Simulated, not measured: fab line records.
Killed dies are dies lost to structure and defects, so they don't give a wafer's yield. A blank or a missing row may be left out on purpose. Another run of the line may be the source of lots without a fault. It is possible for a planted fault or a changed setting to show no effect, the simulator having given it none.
fab line records ; flow sky130 ; part 2 of 2: steps 23 to 31 of 31
[record] lots = 5; wafers = 15; last_day = 50
route steps=708 shown SD_N@342 SD_P@359 RES_XHIGH@360 SALICIDE@361 LI_CONTACT@362
lots untouched by any fault: they come from a run of this same line in which no faults occurred
start_h: start of the lot's first displayed wafer, in hours after the record's first day ; wait_h: hours elapsed since this lot's preceding step ; " unchanged from the row above ; L1.1+2: several wafers, shown together as one row ; - no value, or no start given ; * or withheld: withheld ; < > ~ a bound
route shown NAME@n: a module of which the file shows steps, and the number in the route of the first ; usual: mean/standard deviation of fault-free wafers ; same: alike in all rows ; chamber/n: place in a boat ; sites: readings site by site ; _std_site: the standard deviation of these ; _edge_site: mean of outer sites minus mean of inner sites ; radius_mm: for every site, how far away it sits from the centre of the wafer ; mask NAME#n: copy n ; behind: tool/chamber where the wafer was last shaped ; hold: the reason the lot was held/the length of the hold in hours/how it ended ; device: the n, p or np transistor that did not switch ; end of line: the same wafers' tests at the end of the route ; a step with no rows: only its recipe ; killed: at the first sort, the dies lost to defects and structure; wafer yield is something else ; map: per-die view of a wafer (x killed, . not killed, _ where there is no die)
set.NAME: the setting as run; set.NAME@STEP: as run at that earlier step ; model.NAME: the simulator's own value behind a step, which no gauge read
lots seen at some steps along the route; tables by step, rows by wafer
services: the hour from which a tool's chamber was out of use, counted from the record's first day as start_h (under 0 if before that day), plus the number of hours and why
[[steps]]
[step SKY_LI_CONTACT_BOW_MEAS_03]
[recipe] mode = bow
[usual] LI_CONTACT_BOW = 57/7.5
lot.wafer;tool;chamber;start_h;wait_h;LI_CONTACT_BOW[um]
L076.1;film_metro-01;-;672.04;0.1;49
L076.5;film_metro-01;-;672.04;0.1;53
L076.6;film_metro-01;-;672.04;0.1;57
L078.1;film_metro-03;-;683.39;0.1;59
L078.4;film_metro-03;-;683.39;0.1;58
L078.5;film_metro-03;-;683.39;0.1;54
L081.1;film_metro-02;-;718.00;0.1;69
L081.3;film_metro-02;-;718.00;0.1;67
L081.6;film_metro-02;-;718.00;0.1;46
L094.3;film_metro-02;-;813.84;0.1;61
L094.4;film_metro-02;-;813.84;0.1;57
L094.5;film_metro-02;-;813.84;0.1;64
L096.2;film_metro-02;-;831.96;0.2;55
L096.3;film_metro-02;-;831.96;0.2;54
L096.5;film_metro-02;-;831.96;0.2;52
[step SKY_LI_CONTACT_DEHYDRATE_04]
[recipe] temp_c = 200; time_s = 60
[usual] exhaust_pa = 44.9/0.91; heater_power_total_W = 160.36/0.12; plate_temp_C = 200.04/0.15; resist_line_temp_C = 22.98/0.1
lot.wafer;tool;chamber;start_h;wait_h;exhaust_pa;heater_power_total_W;plate_temp_C;resist_line_temp_C
L076.1;litho_track-03;0;686.32;14.3;45.9;160.39;200.16;22.91
L076.5;litho_track-03;0;686.32;14.3;44.7;160.55;200.04;22.83
L076.6;litho_track-03;0;686.32;14.3;44.6;160.46;200.14;22.93
L078.1;litho_track-02;0;697.01;13.6;45.3;160.30;200.18;22.96
L078.4;litho_track-02;0;697.01;13.6;44.4;160.28;200.08;22.91
L078.5;litho_track-02;0;697.01;13.6;44.8;160.15;200.19;22.93
L081.1;litho_track-01;0;731.16;13.1;46.2;160.25;200.31;22.98
L081.3;litho_track-01;0;731.16;13.1;45.1;160.34;200.06;23.14
L081.6;litho_track-01;0;731.16;13.1;46.4;160.41;200.26;23.02
L094.3;litho_track-02;0;826.61;12.8;46.3;160.27;200.02;23.07
L094.4;litho_track-02;0;826.61;12.8;45.3;160.32;200.08;23.04
L094.5;litho_track-02;0;826.61;12.8;45.5;160.60;200.21;22.91
L096.2;litho_track-03;0;843.69;11.7;45.4;160.21;200.13;23.10
L096.3;litho_track-03;0;843.69;11.7;45.3;160.24;200.21;22.99
L096.5;litho_track-03;0;843.69;11.7;45.9;160.28;200.13;23.31
[step SKY_LI_CONTACT_HMDS_05]
[recipe] prime_time_s = 60; prime_temp_c = 120
[usual] exhaust_pa = 45.1/0.73; resist_line_temp_C = 22.99/0.12
lot.wafer;tool;chamber;start_h;wait_h;exhaust_pa;resist_line_temp_C
L076.1;litho_track-03;0;686.47;0.1;44.6;23.01
L076.5;litho_track-03;0;686.47;0.1;44.2;22.87
L076.6;litho_track-03;0;686.47;0.1;44.9;23.06
L078.1;litho_track-02;0;697.16;0.1;43.6;22.93
L078.4;litho_track-02;0;697.16;0.1;44.0;22.89
L078.5;litho_track-02;0;697.16;0.1;44.1;23.03
L081.1;litho_track-01;0;731.31;0.1;43.8;22.82
L081.3;litho_track-01;0;731.31;0.1;44.7;22.93
L081.6;litho_track-01;0;731.31;0.1;44.8;22.81
L094.3;litho_track-02;0;826.76;0.1;44.7;23.26
L094.4;litho_track-02;0;826.76;0.1;45.2;23.31
L094.5;litho_track-02;0;826.76;0.1;44.1;23.22
L096.2;litho_track-03;0;843.84;0.1;46.5;23.01
L096.3;litho_track-03;0;843.84;0.1;45.2;22.99
L096.5;litho_track-03;0;843.84;0.1;45.5;22.90
[step SKY_LI_CONTACT_COAT_06]
[recipe] resist = BARC; temp_c = withheld; time_s = withheld; spin_rpm = 3000; resist_thk_nm = 60
[usual] exhaust_pa = 45.1/0.81; resist_line_temp_C = *
lot.wafer;tool;chamber;start_h;wait_h;exhaust_pa;resist_line_temp_C
L076.1;litho_track-03;0;686.62;0.1;45.6;*
L076.5;litho_track-03;0;686.62;0.1;46.1;*
L076.6;litho_track-03;0;686.62;0.1;46.3;*
L078.1;litho_track-02;0;697.31;0.1;45.0;*
L078.4;litho_track-02;0;697.31;0.1;44.4;*
L078.5;litho_track-02;0;697.31;0.1;45.3;*
L081.1;litho_track-01;0;731.46;0.1;44.1;*
L081.3;litho_track-01;0;731.46;0.1;44.6;*
L081.6;litho_track-01;0;731.46;0.1;44.6;*
L094.3;litho_track-02;0;826.91;0.1;45.2;*
L094.4;litho_track-02;0;826.91;0.1;45.5;*
L094.5;litho_track-02;0;826.91;0.1;44.2;*
L096.2;litho_track-03;0;843.99;0.1;45.4;*
L096.3;litho_track-03;0;843.99;0.1;44.1;*
L096.5;litho_track-03;0;843.99;0.1;44.0;*
[step SKY_LI_CONTACT_COAT_07]
[recipe] resist = KrF-thick; spin_rpm = 3000; resist_thk_nm = 450
[usual] exhaust_pa = 44.8/0.89; resist_line_temp_C = 22.99/0.12
lot.wafer;tool;chamber;start_h;wait_h;exhaust_pa;resist_line_temp_C
L076.1;litho_track-03;0;-;-;44.4;22.91
L076.5;litho_track-03;0;-;-;44.0;23.01
L076.6;litho_track-03;0;-;-;45.0;22.96
L078.1;litho_track-02;0;-;-;44.2;22.87
L078.4;litho_track-02;0;-;-;45.7;22.88
L078.5;litho_track-02;0;-;-;46.0;22.86
L081.1;litho_track-01;0;-;-;46.4;23.08
L081.3;litho_track-01;0;-;-;44.3;23.05
L081.6;litho_track-01;0;-;-;46.1;22.88
L094.3;litho_track-02;0;-;-;44.5;23.05
L094.4;litho_track-02;0;-;-;44.3;22.97
L094.5;litho_track-02;0;-;-;45.0;23.23
L096.2;litho_track-03;0;-;-;44.9;22.95
L096.3;litho_track-03;0;-;-;46.5;23.08
L096.5;litho_track-03;0;-;-;44.8;23.11
[step SKY_LI_CONTACT_SOFTBAKE_08]
[recipe] temp_c = 100; time_s = 90; resist = KrF-thick
[usual] exhaust_pa = 44.9/0.91; heater_power_total_W = 57.37/0.12; plate_temp_C = 100.01/0.13; resist_line_temp_C = 22.99/0.1
lot.wafer;tool;chamber;start_h;wait_h;exhaust_pa;heater_power_total_W;plate_temp_C;resist_line_temp_C
L076.1;litho_track-03;0;-;-;43.9;57.15;100.17;23.09
L076.5;litho_track-03;0;-;-;44.7;57.16;100.13;23.21
L076.6;litho_track-03;0;-;-;44.7;57.34;99.88;23.02
L078.1;litho_track-02;0;-;-;44.3;57.38;99.97;22.94
L078.4;litho_track-02;0;-;-;44.8;57.47;99.83;22.96
L078.5;litho_track-02;0;-;-;44.1;57.28;99.82;22.92
L081.1;litho_track-01;0;-;-;43.8;57.44;99.94;22.94
L081.3;litho_track-01;0;-;-;43.6;57.41;100.05;22.95
L081.6;litho_track-01;0;-;-;43.3;57.40;99.86;22.74
L094.3;litho_track-02;0;-;-;45.5;57.43;100.33;22.86
L094.4;litho_track-02;0;-;-;45.1;57.30;100.12;22.98
L094.5;litho_track-02;0;-;-;46.1;57.42;100.24;22.93
L096.2;litho_track-03;0;-;-;44.7;57.60;99.98;23.02
L096.3;litho_track-03;0;-;-;46.0;57.33;99.86;23.11
L096.5;litho_track-03;0;-;-;46.1;57.27;99.87;23.05
[step SKY_LI_CONTACT_EXPOSE_09]
[recipe] mask_id = LICM1; na = 0.8; source_shape = annular; sigma_inner = 0.55; sigma_outer = 0.85; target_cd_nm = 170; dose_mj = 38
lot.wafer;tool;chamber;start_h;wait_h;mask
L076.1+5+6;krf_scanner-01;0;-;-;LICM1#0
L078.1+4+5;krf_scanner-01;0;-;-;LICM1#0
L081.1+3+6;krf_scanner-02;0;-;-;LICM1#0
L094.3+4+5;krf_scanner-02;0;-;-;LICM1#0
L096.2+3+5;krf_scanner-02;0;-;-;LICM1#0
[step SKY_LI_CONTACT_PEB_10]
[recipe] peb_temp_c = withheld; peb_time_s = withheld; resist = KrF-thick
[usual] exhaust_pa = 44.7/0.89; resist_line_temp_C = *
lot.wafer;tool;chamber;start_h;wait_h;exhaust_pa;resist_line_temp_C
L076.1;litho_track-01;0;-;-;44.7;*
L076.5;litho_track-01;0;-;-;44.9;*
L076.6;litho_track-01;0;-;-;45.0;*
L078.1;litho_track-02;0;-;-;44.6;*
L078.4;litho_track-02;0;-;-;44.4;*
L078.5;litho_track-02;0;-;-;44.8;*
L081.1;litho_track-01;0;-;-;45.2;*
L081.3;litho_track-01;0;-;-;45.1;*
L081.6;litho_track-01;0;-;-;44.9;*
L094.3;litho_track-02;0;-;-;46.5;*
L094.4;litho_track-02;0;-;-;45.7;*
L094.5;litho_track-02;0;-;-;45.7;*
L096.2;litho_track-03;0;-;-;44.1;*
L096.3;litho_track-03;0;-;-;44.5;*
L096.5;litho_track-03;0;-;-;44.2;*
[step SKY_LI_CONTACT_DEVELOP_11]
[recipe] develop_time_s = 60; resist = KrF-thick; dev_temp_c = 21
[usual] exhaust_pa = 44.9/1; resist_line_temp_C = 22.99/0.11
lot.wafer;tool;chamber;start_h;wait_h;exhaust_pa;resist_line_temp_C
L076.1;litho_track-01;0;-;-;46.2;23.06
L076.5;litho_track-01;0;-;-;45.6;23.00
L076.6;litho_track-01;0;-;-;46.2;23.08
L078.1;litho_track-02;0;-;-;46.2;23.23
L078.4;litho_track-02;0;-;-;45.3;23.20
L078.5;litho_track-02;0;-;-;44.8;23.05
L081.1;litho_track-01;0;-;-;45.3;22.87
L081.3;litho_track-01;0;-;-;45.4;22.94
L081.6;litho_track-01;0;-;-;47.2;23.03
L094.3;litho_track-02;0;-;-;43.9;22.89
L094.4;litho_track-02;0;-;-;44.0;22.86
L094.5;litho_track-02;0;-;-;45.4;22.83
L096.2;litho_track-03;0;-;-;44.8;22.98
L096.3;litho_track-03;0;-;-;44.3;23.06
L096.5;litho_track-03;0;-;-;46.7;22.99
[[services]]
tool;chamber;start_h;hours;kind
cmp-01;-;641.40;0.8;repair
krf_scanner-02;-;663.24;0.8;pm
cmp-01;-;665.48;2.8;repair
cmp-01;-;684.87;1.6;repair
krf_scanner-02;-;688.18;1.3;pm
krf_scanner-02;-;689.48;1.0;pm
iline_stepper-01;-;692.26;6.7;repair
krf_scanner-02;-;694.53;4.0;pm
implanter-02;-;695.16;5.3;repair
iline_stepper-01;-;703.37;4.4;pm
iline_stepper-01;-;709.06;2.8;repair
cmp-01;-;715.90;0.4;repair
plasma_asher-01;-;734.11;4.1;repair
hdpcvd-01;0;742.13;18.1;repair
cmp-01;-;744.00;4.0;pm
cmp-01;-;755.87;2.6;repair
hdpcvd-01;-;767.64;9.7;repair
implanter-02;-;775.00;1.9;repair
hdpcvd-01;-;777.38;6.0;pm
krf_scanner-02;-;798.12;0.9;repair
iline_stepper-01;-;811.95;1.7;pm
cmp-01;-;828.66;0.9;repair
cmp-01;-;833.51;5.5;pm
wet_bench-02;-;836.57;42.3;pm
